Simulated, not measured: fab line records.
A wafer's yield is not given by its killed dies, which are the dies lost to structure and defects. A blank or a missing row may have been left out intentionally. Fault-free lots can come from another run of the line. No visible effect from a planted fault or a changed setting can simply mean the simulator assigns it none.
fab line records	flow sky130
[record] lots = 5	wafers = 15	last-day = 50
route steps=708 shown VIA3@588 METAL4@598 CAP2M@603 PAD_OPEN@708
lots that met no fault: taken from a fault-free run of the same line
start-h: hours from the record's opening day to when the first of the lot's shown wafers began	wait-h: time in hours since the lot's previous step	" identical to the entry in the row above	L1.1+2: a single row standing in for several wafers	- no value, or no start given	* or withheld: withheld	< > ~ a bound
route shown NAME@n: NAME is a module with steps in the file, n the number in the route of the first one	usual: average and standard deviation across the fault-free wafers	same: alike in all rows	chamber/n: place in a boat	sites: each site's reading	_std_site: their standard deviation	_edge_site: inner sites' mean taken away from outer sites' mean	radius-mm: how far each site lies from the wafer's centre	mask NAME#n: copy n	behind: the most recent tool/chamber to have shaped the wafer	hold: reason for holding the lot/hours on hold/outcome of the hold	device: the n, p or np transistor that did not switch	end of line: tests of these same wafers at the route's end	a step without rows: its recipe alone	killed: dies lost to structure and defects at the first sort, not the wafer's yield	map: a wafer's dies, x killed, . not, _ none there
set.NAME: the setting the step ran with; set.NAME@STEP: the setting that earlier step ran with	model.NAME: the simulator's own value behind a step, which no gauge read
lots seen at some steps along the route; tables by step, rows by wafer
services: a tool's chamber out of use, with start hour (start-h, from the record's first day; less than 0 if before it), hours out, and reason
[[steps]]
[step SKY_VIA3_ETCH_15]
[recipe] target = SiO2	chemistry = C4F8/O2/Ar	target-depth-nm = 507	stop-on = TiN	mask-material = KrF-thick	source-w = 1500	bias-w = 1200	pressure-mtorr = 40	c4f8-flow-sccm = withheld	O2_flow_sccm = 6	Ar_flow_sccm = 300	time-s = 78
[usual] oes-product-au = 0.947/0.0045	rf-fwd-power-W = 1490/5.2
lot.wafer	tool	chamber	start-h	wait-h	oes-product-au	rf-fwd-power-W	rf-hours-counter-h
L561.2	rie-diel-04	2	944.07	0.0	0.953	1491	5
L561.5	"	0	"	"	0.958	1499	-
L561.6	"	1	"	"	0.941	1481	-
L571.3	rie-diel-04	1	1012.85	0.0	0.954	1481	24
L571.4	"	1	"	"	0.948	1487	-
L571.5	"	2	"	"	0.949	1492	-
L574.2	rie-diel-04	1	1033.95	0.0	0.944	1483	25
L574.3	"	0	"	"	0.948	1484	12
L574.6	"	2	"	"	0.941	1478	-
L581.2	rie-diel-03	0	1075.81	0.0	0.950	1492	29
L581.5	"	2	"	"	0.945	1494	-
L581.6	"	3	"	"	0.948	1490	-
L582.2	rie-diel-04	1	1079.82	0.0	0.954	1488	26
L582.4	"	3	"	"	0.947	1490	26
L582.6	"	3	"	"	0.952	1487	-
[step SKY_VIA3_STRIP_16]
[recipe] chemistry = O2/N2	power-w = 1400	pressure-mtorr = 1500	platen-temp-c = withheld	o2-flow-sccm = 3000	n2-flow-sccm = 300	overash-fraction = 0.5
[step SKY_VIA3_STRIP_17]
[recipe] chemistry = post-etch-residue-remover	time-s = 1200	temp-c = 72.5
[step SKY_VIA3_CLEAN_18]
[recipe] chemistry = IPA	time-s = 180	temp-c = 25
[step SKY_VIA3_CLEAN_19]
[recipe] chemistry = O3/DIW	dry = n2-spin
[step SKY_VIA3_SPUTTER_20]
[recipe] material = TiN	target-thk-nm = 20	chamber-pressure-pa = 5	power-w = 4000	time-s = 80
[usual] cathode-dc-power-W = 3999.9/0.73	throttle-valve-pct = 29.9/1.1
lot.wafer	tool	chamber	start-h	wait-h	cathode-dc-power-W	throttle-valve-pct
L561.2	pvd-sputter-04	-	944.79	0.0	4000.2	30.1
L561.5	"	-	"	"	3999.4	30.2
L561.6	"	-	"	"	3998.7	29.3
L571.3	pvd-sputter-04	-	1013.57	0.0	4000.8	30.6
L571.4	"	-	"	"	3999.6	29.5
L571.5	"	-	"	"	4000.8	30.4
L574.2	pvd-sputter-04	-	1034.70	0.0	3999.8	30.5
L574.3	"	-	"	"	3999.8	31.2
L574.6	"	-	"	"	3998.8	30.3
L581.2	pvd-sputter-02	-	1076.52	0.0	3998.7	28.5
L581.5	"	-	"	"	3999.0	31.8
L581.6	"	-	"	"	3999.2	28.6
L582.2	pvd-sputter-04	-	1080.49	0.0	4001.0	29.3
L582.4	"	-	"	"	3998.8	31.0
L582.6	"	-	"	"	4000.7	29.2
[step SKY_VIA3_CVD_21]
[recipe] material = W	target-thk-nm = 390	time-s = 117.31	temp-c = 400	pressure-torr = 40
[step SKY_VIA3_RS_MEAS_22]
[recipe] thk-meas-gauge = four-point-probe	reads = W_of_VIA3_CVD_21+TiN_of_VIA3_SPUTTER_20
[usual] VIA3_W_RS = 0.2937/0.0023
lot.wafer	tool	chamber	start-h	wait-h	VIA3_W_RS[ohm/sq]
L561.2	film-metro-03	-	944.99	0.1	0.2960
L561.5	"	-	"	"	0.2953
L561.6	"	-	"	"	0.2960
L571.3	film-metro-02	-	1013.79	0.1	0.2930
L571.4	"	-	"	"	0.2925
L571.5	"	-	"	"	0.2952
L574.2	film-metro-01	-	1034.91	0.1	0.2914
L574.3	"	-	"	"	0.2930
L574.6	"	-	"	"	0.2932
L581.2	film-metro-03	-	1076.73	0.1	0.2951
L581.5	"	-	"	"	0.2939
L581.6	"	-	"	"	0.2930
L582.2	film-metro-02	-	1080.69	0.1	0.2933
L582.4	"	-	"	"	0.2908
L582.6	"	-	"	"	0.2877
[step SKY_VIA3_THK_MEAS_23]
[recipe] thk-meas-gauge = xrf	reads = W_of_VIA3_CVD_21
[usual] VIA3_W_THK = 383/6.7
lot.wafer	tool	chamber	start-h	wait-h	VIA3_W_THK[nm]
L561.2	film-metro-03	-	945.10	0.1	374
L561.5	"	-	"	"	375
L561.6	"	-	"	"	375
L571.3	film-metro-02	-	1013.89	0.1	383
L571.4	"	-	"	"	381
L571.5	"	-	"	"	380
L574.2	film-metro-01	-	1035.02	0.1	395
L574.3	"	-	"	"	393
L574.6	"	-	"	"	394
L581.2	film-metro-03	-	1076.84	0.1	376
L581.5	"	-	"	"	375
L581.6	"	-	"	"	375
L582.2	film-metro-02	-	1080.80	0.1	383
L582.4	"	-	"	"	385
L582.6	"	-	"	"	392
[step SKY_VIA3_CMP_24]
[recipe] stop-on = SiO2	t-overpolish-s = 20	down-force-psi = 3.5	platen-rpm = 61.2	target-thk-nm = 0	pad-velocity-m-s = 0.94248
[step SKY_METAL4_SPUTTER_00]
[recipe] material = Ti	target-thk-nm = 15	power-w = 3000	time-s = 10	chamber-pressure-pa = 0.4
[step SKY_METAL4_SPUTTER_01]
[recipe] material = TiN	target-thk-nm = 20	power-w = 6500	time-s = 16.7	chamber-pressure-pa = 0.4
[step SKY_METAL4_SPUTTER_02]
[recipe] material = AlCu	target-thk-nm = 735	power-w = 10600	time-s = 39.1	chamber-pressure-pa = 0.4
[usual] cathode-dc-power-W = 10600/1.9	throttle-valve-pct = 29.9/1.1
lot.wafer	tool	chamber	start-h	wait-h	cathode-dc-power-W	throttle-valve-pct	model.AlCu_of_METAL4_SPUTTER_02.thk-nm
L561.2	pvd-sputter-01	-	945.50	0.0	10601	31.1	727
L561.5	"	-	"	"	10600	28.9	726.4
L561.6	"	-	"	"	10600	30.6	731.2
L571.3	pvd-sputter-03	-	1014.28	0.0	10598	31.0	730.5
L571.4	"	-	"	"	10598	29.4	735.6
L571.5	"	-	"	"	10599	29.9	739.4
L574.2	pvd-sputter-03	-	1035.41	0.0	10600	29.2	730.1
L574.3	"	-	"	"	10600	31.1	729.1
L574.6	"	-	"	"	9767.3	29.9	672.3
L581.2	pvd-sputter-01	-	1077.46	0.0	10599	31.1	731.5
L581.5	"	-	"	"	10598	31.1	731.6
L581.6	"	-	"	"	10600	28.6	732.3
L582.2	pvd-sputter-01	-	1081.20	0.0	10600	28.5	736
L582.4	"	-	"	"	10601	30.7	734.7
L582.6	"	-	"	"	10602	28.3	729.7
[step SKY_METAL4_SPUTTER_03]
[recipe] material = Ti	target-thk-nm = 5	power-w = 3000	time-s = 3.3	chamber-pressure-pa = 0.4
[step SKY_METAL4_SPUTTER_04]
[recipe] material = TiN	target-thk-nm = 70	power-w = 6500	time-s = 58.3	chamber-pressure-pa = 0.4
[usual] cathode-dc-power-W = 6500.0/1.1	throttle-valve-pct = 29.9/1.1
lot.wafer	tool	chamber	start-h	wait-h	cathode-dc-power-W	throttle-valve-pct
L561.2	pvd-sputter-01	-	945.56	0.0	6498.1	31.4
L561.5	"	-	"	"	6499.8	29.1
L561.6	"	-	"	"	6499.8	30.5
L571.3	pvd-sputter-03	-	1014.34	0.0	6499.9	30.7
L571.4	"	-	"	"	6500.1	29.7
L571.5	"	-	"	"	6500.9	29.6
L574.2	pvd-sputter-03	-	1035.47	0.0	6498.7	29.1
L574.3	"	-	"	"	6499.9	31.1
L574.6	"	-	"	"	6499.8	29.9
L581.2	pvd-sputter-01	-	1077.52	0.0	6499.4	31.2
L581.5	"	-	"	"	6501.4	31.2
L581.6	"	-	"	"	6500.4	28.9
L582.2	pvd-sputter-01	-	1081.26	0.0	6499.4	28.5
L582.4	"	-	"	"	6500.3	30.6
L582.6	"	-	"	"	6498.1	28.1
[step SKY_CAP2M_CVD_00]
[recipe] material = SiO2	target-thk-nm = 15.5	temp-c = 400	time-s = withheld	rf-w = 450
[step SKY_CAP2M_THK_MEAS_01]
[recipe] reads = SiO2_of_CAP2M_CVD_00
[usual] CAP2M_CVD_00_THK = 15.43/0.22
lot.wafer	tool	chamber	start-h	wait-h	CAP2M_CVD_00_THK[nm]
L561.2	film-metro-04	-	945.64	-	15.28
L561.5	"	-	"	"	15.47
L561.6	"	-	"	"	15.65
L571.3	film-metro-01	-	1014.43	-	14.82
L571.4	"	-	"	"	15.15
L571.5	"	-	"	"	15.17
L574.2	film-metro-04	-	1035.55	-	15.61
L574.3	"	-	"	"	15.38
L574.6	"	-	"	"	15.65
L581.2	film-metro-01	-	1077.60	-	15.30
L581.5	"	-	"	"	15.45
L581.6	"	-	"	"	15.62
L582.2	film-metro-01	-	1081.34	-	15.24
L582.4	"	-	"	"	15.61
L582.6	"	-	"	"	15.53
[step SKY_CAP2M_SPUTTER_02]
[recipe] material = TiN	target-thk-nm = 200	temp-c = 300	power-w = 6500	time-s = 166.7	chamber-pressure-pa = 0.4
[step SKY_CAP2M_RS_MEAS_03]
[recipe] thk-meas-gauge = four-point-probe	reads = TiN_of_CAP2M_SPUTTER_02
[usual] CAP2M_TIN_RS = 6.93/0.066
lot.wafer	tool	chamber	start-h	wait-h	CAP2M_TIN_RS[ohm/sq]
L561.2	film-metro-02	-	945.82	0.1	7.01
L561.5	"	-	"	"	7.06
L561.6	"	-	"	"	6.93
L571.3	film-metro-02	-	1014.62	0.1	6.95
L571.4	"	-	"	"	6.91
L571.5	"	-	"	"	6.96
L574.2	film-metro-02	-	1035.73	0.1	6.85
L574.3	"	-	"	"	6.83
L574.6	"	-	"	"	6.85
L581.2	film-metro-04	-	1077.78	0.1	6.85
L581.5	"	-	"	"	6.87
L581.6	"	-	"	"	6.89
L582.2	film-metro-04	-	1081.52	0.1	6.98
L582.4	"	-	"	"	6.94
L582.6	"	-	"	"	6.92
[step SKY_CAP2M_THK_MEAS_04]
[recipe] thk-meas-gauge = xrf	reads = TiN_of_CAP2M_SPUTTER_02
[usual] CAP2M_TIN_THK = 200.8/1.8
lot.wafer	tool	chamber	start-h	wait-h	CAP2M_TIN_THK[nm]
L561.2	film-metro-02	-	945.93	0.1	198.1
L561.5	"	-	"	"	197.3
L561.6	"	-	"	"	200.8
L571.3	film-metro-02	-	1014.72	0.1	200.1
L571.4	"	-	"	"	201.1
L571.5	"	-	"	"	199.6
L574.2	film-metro-02	-	1035.84	0.1	203.3
L574.3	"	-	"	"	203.6
L574.6	"	-	"	"	203.7
L581.2	film-metro-04	-	1077.89	0.1	204.2
L581.5	"	-	"	"	203.4
L581.6	"	-	"	"	203.1
L582.2	film-metro-04	-	1081.63	0.1	200.2
L582.4	"	-	"	"	201.8
L582.6	"	-	"	"	201.7
[step SKY_CAP2M_DEHYDRATE_05]
[recipe] temp-c = 200	time-s = 60
[step SKY_CAP2M_HMDS_06]
[recipe] prime-time-s = 60	prime-temp-c = 120
[step SKY_CAP2M_COAT_07]
[recipe] resist = NOVOLAK	spin-rpm = 3000	resist-thk-nm = 1140
[step SKY_CAP2M_SOFTBAKE_08]
[recipe] temp-c = 90	time-s = 60	resist = NOVOLAK
[step SKY_CAP2M_EXPOSE_09]
[recipe] mask-id = CAP2M	na = 0.6	source-shape = conventional	sigma-outer = 0.6	polarization = unpolarized	target-cd-nm = 1000	dose-mj = 159
[step SKY_CAP2M_PEB_10]
[recipe] temp-c = withheld	time-s = *	resist = NOVOLAK
[step SKY_CAP2M_DEVELOP_11]
[recipe] resist = NOVOLAK	developer = TMAH	develop-time-s = 60	dev-temp-c = 23
[step SKY_CAP2M_OVL_MEAS_12]
[usual] CAP2M_OVL = 0.1/1.5
lot.wafer	tool	chamber	start-h	wait-h	CAP2M_OVL[nm]
L561.2	overlay-02	-	969.88	0.1	0.7
L561.5	"	-	"	"	1.0
L561.6	"	-	"	"	0.7
L571.3	overlay-02	-	1037.09	0.1	0.1
L571.4	"	-	"	"	-0.7
L571.5	"	-	"	"	-0.6
L574.2	overlay-01	-	1055.78	0.1	-0.3
L574.3	"	-	"	"	-0.3
L574.6	"	-	"	"	0.0
L581.2	overlay-02	-	1098.43	0.1	0.7
L581.5	"	-	"	"	1.7
L581.6	"	-	"	"	0.7
L582.2	overlay-02	-	1102.21	0.1	0.0
L582.4	"	-	"	"	-1.8
L582.6	"	-	"	"	-0.8
[step SKY_CAP2M_METAL_ETCH_13]
[recipe] target-depth-nm = 220	stop-on = SiO2	chemistry = Cl2/BCl3	target = TiN	pressure-mtorr = 10	icp-w = 900	bias-w = 50.1	Cl2_flow_sccm = 60	bcl3-flow-sccm = 30	time-s = 62.9
[usual] drypump-motor-current-A = 5.7/0.49	oes-product-au = 0.938/0.0068	rf-fwd-power-W = 891/3.5	throttle-valve-pct = 21.903/0.0099
lot.wafer	tool	chamber	start-h	wait-h	drypump-motor-current-A	oes-product-au	rf-fwd-power-W	rf-hours-counter-h	throttle-valve-pct
L561.2	rie-metal-04	1	969.91	0.0	4.7	0.939	884	4	21.899
L561.5	"	0	"	"	6.4	0.934	896	-	21.902
L561.6	"	1	"	"	4.7	0.935	886	-	21.910
L571.3	rie-metal-03	1	1037.13	0.0	5.1	0.929	892	-	21.911
L571.4	"	0	"	"	5.8	0.942	895	-	21.915
L571.5	"	1	"	"	5.1	0.941	890	-	21.908
L574.2	rie-metal-03	1	1055.81	0.0	5.1	0.944	890	2	21.908
L574.3	"	1	"	"	5.1	0.945	890	-	21.901
L574.6	"	0	"	"	5.8	0.944	892	-	21.876
L581.2	rie-metal-02	1	1098.46	0.0	6.0	0.941	886	19	21.899
L581.5	"	0	"	"	5.9	0.942	897	-	21.906
L581.6	"	1	"	"	6.0	0.937	886	-	21.894
L582.2	rie-metal-04	1	1102.24	0.0	4.7	0.936	886	14	21.905
L582.4	"	0	"	"	6.4	0.928	888	-	21.910
L582.6	"	0	"	"	6.4	0.947	895	-	21.909
[step SKY_CAP2M_STRIP_14]
[recipe] chemistry = O2/N2	power-w = 1400	pressure-mtorr = 1500	platen-temp-c = withheld	o2-flow-sccm = 3000	n2-flow-sccm = 300	overash-fraction = 0.5
[usual] drypump-motor-current-A = 5.7/0.5	oes-product-au = 0.711/0.005	strip-time-to-endpoint-s = 12.62/0.037
lot.wafer	tool	chamber	start-h	wait-h	drypump-motor-current-A	oes-product-au	rf-hours-counter-h	strip-time-to-endpoint-s
L561.2	plasma-asher-01	1	969.99	0.1	6.1	0.710	51	12.60
L561.5	"	0	"	"	6.5	0.705	-	12.58
L561.6	"	1	"	"	6.1	0.711	-	12.57
L571.3	plasma-asher-02	0	1037.22	0.1	5.7	0.708	-	12.66
L571.4	"	1	"	"	5.3	0.708	-	12.65
L571.5	"	1	"	"	5.3	0.708	-	12.64
L574.2	plasma-asher-02	0	1055.89	0.1	5.7	0.706	97	12.66
L574.3	"	0	"	"	5.7	0.708	-	12.65
L574.6	"	0	"	"	5.7	0.712	-	12.66
L581.2	plasma-asher-02	1	1098.54	0.1	5.3	0.701	100	12.59
L581.5	"	0	"	"	5.6	0.713	-	12.66
L581.6	"	1	"	"	5.3	0.705	-	12.61
L582.2	plasma-asher-03	1	1102.32	0.1	5.9	0.709	4	12.63
L582.4	"	1	"	"	5.9	0.707	-	12.64
L582.6	"	0	"	"	4.9	0.716	-	12.68
[step SKY_CAP2M_STRIP_15]
[recipe] chemistry = post-etch-residue-remover	time-s = 1200	temp-c = 72.5
[step SKY_CAP2M_CLEAN_16]
[recipe] chemistry = IPA	time-s = 180	temp-c = 25
[step SKY_CAP2M_CLEAN_17]
[recipe] chemistry = O3/DIW	dry = n2-spin
[step SKY_METAL4_DEHYDRATE_05]
[recipe] temp-c = 200	time-s = 60
[step SKY_METAL4_HMDS_06]
[recipe] prime-time-s = 60	prime-temp-c = 120
[step SKY_METAL4_COAT_07]
[recipe] resist = BARC	temp-c = withheld	time-s = withheld	spin-rpm = 3000	resist-thk-nm = 60
[step SKY_METAL4_COAT_08]
[recipe] resist = KrF-thick	spin-rpm = 3000	resist-thk-nm = 1140
[step SKY_METAL4_SOFTBAKE_09]
[recipe] temp-c = 100	time-s = 90	resist = KrF-thick
[step SKY_METAL4_EXPOSE_10]
[recipe] mask-id = MM4	na = 0.68	source-shape = annular	sigma-inner = 0.4	sigma-outer = 0.8	target-cd-nm = 300	dose-mj = 28
[step SKY_METAL4_PEB_11]
[recipe] peb-temp-c = withheld	peb-time-s = withheld	resist = KrF-thick
[step SKY_METAL4_DEVELOP_12]
[recipe] develop-time-s = 60	resist = KrF-thick	dev-temp-c = 21
[step SKY_METAL4_CD_MEAS_13]
[recipe] target-cd-nm = 300
[usual] cd-nm = 300.4/1.3
lot.wafer	tool	chamber	start-h	wait-h	cd-nm
L561.2	cd-sem-02	-	994.18	-	300.3
L561.5	"	-	"	"	301.1
L561.6	"	-	"	"	301.3
L571.3	cd-sem-01	-	1057.91	-	300.6
L571.4	"	-	"	"	299.7
L571.5	"	-	"	"	298.8
L574.2	cd-sem-01	-	1078.03	-	298.2
L574.3	"	-	"	"	298.9
L574.6	"	-	"	"	297.8
L581.2	cd-sem-01	-	1119.76	-	299.2
L581.5	"	-	"	"	299.6
L581.6	"	-	"	"	298.2
L582.2	cd-sem-01	-	1123.16	-	300.2
L582.4	"	-	"	"	300.1
L582.6	"	-	"	"	299.8
[step SKY_METAL4_METAL_ETCH_18]
[recipe] target-depth-a = 8450	stop-on = SiO2	over-etch-frac = 0.3	time-s = 183.1	chemistry = Cl2/BCl3	resist-sidewall-deg = 88	pressure-mtorr = 10	icp-w = 900	bias-w = 48.5	Cl2_flow_sccm = 60	bcl3-flow-sccm = 30
[usual] drypump-motor-current-A = 5.7/0.63	oes-product-au = 0.865/0.006	rf-fwd-power-W = 895.5/2.9	throttle-valve-pct = 22.264/0.011
lot.wafer	tool	chamber	start-h	wait-h	drypump-motor-current-A	oes-product-au	rf-fwd-power-W	rf-hours-counter-h	throttle-valve-pct
L561.2	rie-metal-02	1	994.52	0.1	6.0	0.857	893.6	-	22.256
L561.5	"	1	"	"	6.0	0.856	895.0	-	22.284
L561.6	"	1	"	"	6.0	0.863	898.2	-	22.252
L571.3	rie-metal-04	0	1058.24	0.1	6.5	0.860	896.0	-	22.262
L571.4	"	1	"	"	4.7	0.863	892.7	-	22.273
L571.5	"	1	"	"	4.7	0.872	894.7	-	22.265
L574.2	rie-metal-04	1	1078.32	0.0	4.7	0.859	894.3	12	22.247
L574.3	"	1	"	"	4.7	0.856	891.4	-	22.234
L574.6	"	1	"	"	4.7	0.838	893.8	-	22.257
L581.2	rie-metal-01	1	1120.04	0.0	6.0	0.869	894.1	16	22.262
L581.5	"	0	"	"	5.2	0.866	891.0	-	22.253
L581.6	"	1	"	"	6.1	0.859	895.8	-	22.263
L582.2	rie-metal-01	0	1123.44	0.0	5.2	0.863	894.7	25	22.271
L582.4	"	1	"	"	6.1	0.864	895.5	-	22.274
L582.6	"	0	"	"	5.2	0.863	891.1	-	22.259
[step SKY_PAD_OPEN_PROBE_99]
[usual] defect-limited-yield = 82.4/2.2	killed_at_M0_to_M3 = 44/6.8	killed_at_M4_up = 3.1/1.9	killed-at-contacts = 25/5.9	killed-at-front-end = 15/4.3	killed-at-other = 0.2/0.51	killed-dies = 87/11	killed-open = 47/7.9	killed-short = 39/6.4	sort_bin_3_pad_short = 0.9/0.44	sort_bin_5_function = 10.3/1.5	sort_bin_6_memory = 6.4/1.4	sort-n-pass = 405/11	sort-yield-pct = 82.4/2.2
[same] gross-dies = 492	killed-at-back-side = 0	sort_bin_4_leakage[%] = 0	sort_bin_8_speed[%] = 0
lot.wafer	tool	chamber	start-h	wait-h	defect-limited-yield[%]	killed_at_M0_to_M3	killed_at_M4_up	killed-at-contacts	killed-at-front-end	killed-at-other	killed-dies	killed-open	killed-short	sort_bin_3_pad_short[%]	sort_bin_5_function[%]	sort_bin_6_memory[%]	sort-n-pass	sort-yield-pct[%]	model.etest.met4.line-ohm-um	model.etest.met4.rs-ohm-sq
L561.2	prober-01	-	1095.47	0.1	84.8	37	9	17	12	0	75	49	26	0.2	8.7	6.3	417	84.8	0.146	0.04328
L561.5	prober-01	-	1095.62	0.2	85.4	39	6	19	8	0	72	33	39	0.6	10.8	3.3	420	85.4	0.1414	0.04301
L561.6	prober-01	-	1095.67	0.2	83.9	52	3	14	9	1	79	47	32	0.8	8.7	6.5	413	83.9	0.1436	0.04309
L571.3	prober-01	-	1145.14	0.2	85.0	35	3	24	11	1	74	41	33	1.2	9.8	4.1	418	85.0	0.1406	0.04301
L571.4	prober-01	-	1145.19	0.2	84.6	35	4	26	11	0	76	41	35	0.4	9.8	5.3	416	84.6	0.1363	0.04234
L571.5	prober-01	-	1145.24	0.2	86.0	33	2	19	15	0	69	39	30	0.2	7.7	6.1	423	86.0	0.1399	0.0424
L574.2	prober-02	-	1161.81	0.1	80.7	49	5	26	15	0	95	55	40	1.2	10.2	7.9	397	80.7	0.1433	0.04333
L574.3	prober-02	-	1161.86	0.2	82.3	44	3	27	13	0	87	50	37	0.8	11.4	5.5	405	82.3	0.1432	0.043
L574.6	prober-02	-	1162.01	0.2	82.9	40	5	29	10	0	84	46	38	0.8	10.6	5.7	408	82.9	0.1544	0.04664
L581.2	prober-01	-	1196.53	0.1	85.8	39	5	16	10	0	70	39	31	0.2	7.9	6.1	422	85.8	0.1418	0.04234
L581.5	prober-01	-	1196.68	0.2	83.5	40	4	21	15	1	81	41	40	0.8	11.2	4.5	411	83.5	0.1424	0.04265
L581.6	prober-01	-	1196.73	0.2	83.3	46	2	21	13	0	82	44	38	0.6	9.3	6.7	410	83.3	0.1475	0.04281
L582.2	prober-02	-	1200.59	0.1	86.0	32	3	23	11	0	69	31	38	1.4	8.3	4.3	423	86.0	0.1399	0.0426
L582.4	prober-02	-	1200.69	0.2	82.1	44	5	26	13	0	88	45	43	0.8	13.0	4.1	404	82.1	0.1411	0.04252
L582.6	prober-02	-	1200.79	0.2	83.5	38	3	25	15	0	81	39	42	0.6	10.6	5.3	411	83.5	0.1437	0.04319
// killed by level:class
L561.2 VIA3:geometric-particle:open=10 VIA1:geometric-particle:open=8 CONTACT:geometric-particle:open=8 VIA2:geometric-particle:open=6 POLY_GATE:geometric-particle:short=5 LI_CONTACT:geometric-particle:open=5 METAL4:geometric-particle:short=5 VIA1:geometric-particle:short=4
L561.5 CONTACT:geometric-particle:open=7 VIA1:geometric-particle:open=6 VIA1:geometric-particle:short=6 VIA2:geometric-particle:open=6 METAL1:geometric-particle:short=6 LI_CONTACT:geometric-particle:open=5 VIA3:geometric-particle:short=5 METAL4:geometric-particle:short=5
L561.6 VIA1:geometric-particle:open=13 VIA2:geometric-particle:open=11 METAL1:geometric-particle:short=9 VIA3:geometric-particle:open=6 METAL2:geometric-particle:short=5 CONTACT:geometric-particle:open=5 FIELD_ISO:geometric-particle:short=4 LI_CONTACT:geometric-particle:open=4
L571.3 CONTACT:geometric-particle:open=8 LI_CONTACT:geometric-particle:open=7 VIA1:geometric-particle:open=7 VIA2:geometric-particle:open=5 POLY_GATE:geometric-particle:open=4 CONTACT:geometric-particle:short=4 METAL1:geometric-particle:short=4 VIA3:geometric-particle:short=4
L571.4 VIA1:geometric-particle:short=13 CONTACT:geometric-particle:open=12 VIA1:geometric-particle:open=11 LI_CONTACT:geometric-particle:open=5 LOCAL_INTERCONNECT:geometric-particle:short=5 POLY_GATE:geometric-particle:open=3 METAL4:geometric-particle:short=3 FIELD_ISO:geometric-particle:open=2
L571.5 VIA2:geometric-particle:open=9 LI_CONTACT:geometric-particle:open=7 VIA1:geometric-particle:open=6 VIA3:geometric-particle:open=6 POLY_GATE:geometric-particle:short=5 CONTACT:geometric-particle:open=4 VIA2:geometric-particle:short=4 LI_CONTACT:geometric-particle:short=3
L574.2 VIA1:geometric-particle:open=14 LI_CONTACT:geometric-particle:open=10 VIA3:geometric-particle:open=8 CONTACT:geometric-particle:open=7 VIA3:geometric-particle:short=7 FIELD_ISO:geometric-particle:open=5 VIA1:geometric-particle:short=5 METAL4:geometric-particle:short=5
L574.3 VIA1:geometric-particle:open=11 VIA1:geometric-particle:short=10 LI_CONTACT:geometric-particle:open=7 CONTACT:geometric-particle:open=7 FIELD_ISO:geometric-particle:open=6 VIA2:geometric-particle:open=6 METAL1:geometric-particle:short=5 CONTACT:geometric-particle:short=4
L574.6 CONTACT:geometric-particle:open=10 VIA1:geometric-particle:open=10 LI_CONTACT:geometric-particle:open=9 METAL2:geometric-particle:short=7 LOCAL_INTERCONNECT:geometric-particle:short=5 CONTACT:geometric-particle:short=4 METAL1:geometric-particle:short=4 VIA3:geometric-particle:short=4
L581.2 VIA1:geometric-particle:open=12 VIA3:geometric-particle:open=8 CONTACT:geometric-particle:short=6 LI_CONTACT:geometric-particle:open=4 CONTACT:geometric-particle:open=4 METAL1:geometric-particle:short=4 METAL4:geometric-particle:short=4 FIELD_ISO:geometric-particle:short=3
L581.5 CONTACT:geometric-particle:short=7 CONTACT:geometric-particle:open=7 METAL1:geometric-particle:short=6 VIA2:geometric-particle:open=6 VIA3:geometric-particle:open=6 FIELD_ISO:geometric-particle:open=5 POLY_GATE:geometric-particle:open=5 VIA3:geometric-particle:short=5
L581.6 VIA3:geometric-particle:open=9 CONTACT:geometric-particle:open=8 VIA2:geometric-particle:open=8 VIA1:geometric-particle:open=8 FIELD_ISO:geometric-particle:short=7 METAL2:geometric-particle:short=6 CONTACT:geometric-particle:short=5 LI_CONTACT:geometric-particle:open=5
L582.2 LI_CONTACT:geometric-particle:open=7 CONTACT:geometric-particle:open=6 VIA1:geometric-particle:open=6 VIA1:geometric-particle:short=5 LI_CONTACT:geometric-particle:short=4 VIA3:geometric-particle:open=4 METAL2:geometric-particle:short=4 VIA3:geometric-particle:short=4
L582.4 VIA1:geometric-particle:open=15 LI_CONTACT:geometric-particle:open=7 CONTACT:geometric-particle:short=6 VIA1:geometric-particle:short=5 VIA3:geometric-particle:open=5 METAL4:geometric-particle:short=5 LI_CONTACT:geometric-particle:short=4 CONTACT:geometric-particle:open=4
L582.6 VIA1:geometric-particle:open=9 POLY_GATE:geometric-particle:short=8 LI_CONTACT:geometric-particle:open=8 VIA3:geometric-particle:open=7 CONTACT:geometric-particle:open=6 METAL2:geometric-particle:short=5 VIA1:geometric-particle:short=5 FIELD_ISO:geometric-particle:open=4
[[services]]
tool	chamber	start-h	hours	kind
plasma-asher-03	-	955.61	1.4	repair
plasma-asher-03	-	967.38	0.8	repair
rie-diel-04	0	972.13	7.2	repair
rie-diel-03	0	976.30	5.2	repair
rie-metal-02	-	977.81	1.4	pm
pvd-sputter-01	-	980.41	4.4	repair
rie-metal-02	0	984.22	11.5	repair
pvd-sputter-04	-	986.82	2.7	repair
pvd-sputter-02	-	987.22	1.5	repair
rie-metal-03	-	998.81	0.8	repair
pvd-sputter-02	-	1006.35	1.9	repair
rie-metal-01	-	1007.61	0.8	repair
rie-diel-04	3	1011.96	5.6	repair
rie-metal-02	-	1033.53	0.7	repair
rie-diel-04	-	1036.67	2.8	pm
rie-diel-03	-	1037.78	0.3	repair
rie-metal-01	-	1039.83	1.0	repair
pvd-sputter-03	-	1045.19	3.9	repair
rie-diel-03	-	1045.55	4.3	pm
plasma-asher-02	-	1077.12	2.8	pm
rie-metal-02	-	1080.64	1.8	repair
rie-metal-01	-	1113.17	2.8	pm
pvd-sputter-01	-	1117.83	3.0	repair
rie-metal-02	0	1122.50	18.1	repair
[[key]]
[first-sign] step = SKY_METAL4_SPUTTER_02	reading = cathode-dc-power-W	direction = down	sigmas = 99+	usual = 10600	struck = 9767.3
[effect] step = SKY_METAL4_METAL_ETCH_18	reading = oes-product-au	direction = down	sigmas = 4.5	usual = 0.865	struck = 0.838
[model-effect] step = SKY_METAL4_SPUTTER_02	value = AlCu_of_METAL4_SPUTTER_02.thk-nm	without = 730	struck = 672.3
[model-effect] step = SKY_PAD_OPEN_PROBE_99	value = etest.met4.line-ohm-um	without = 0.142	struck = 0.1544
met-at SKY_METAL4_SPUTTER_02
struck-wafers L574.6
[fault] kind = process-parameter-drift	tool = pvd-sputter-03	chamber = -	onset-h = 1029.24	steps = SKY_METAL4_SPUTTER_02	channel = power-w	offset = *	shape = step	end-h = 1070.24	acts-in = *	stated = *	scope = struck-wafers-only
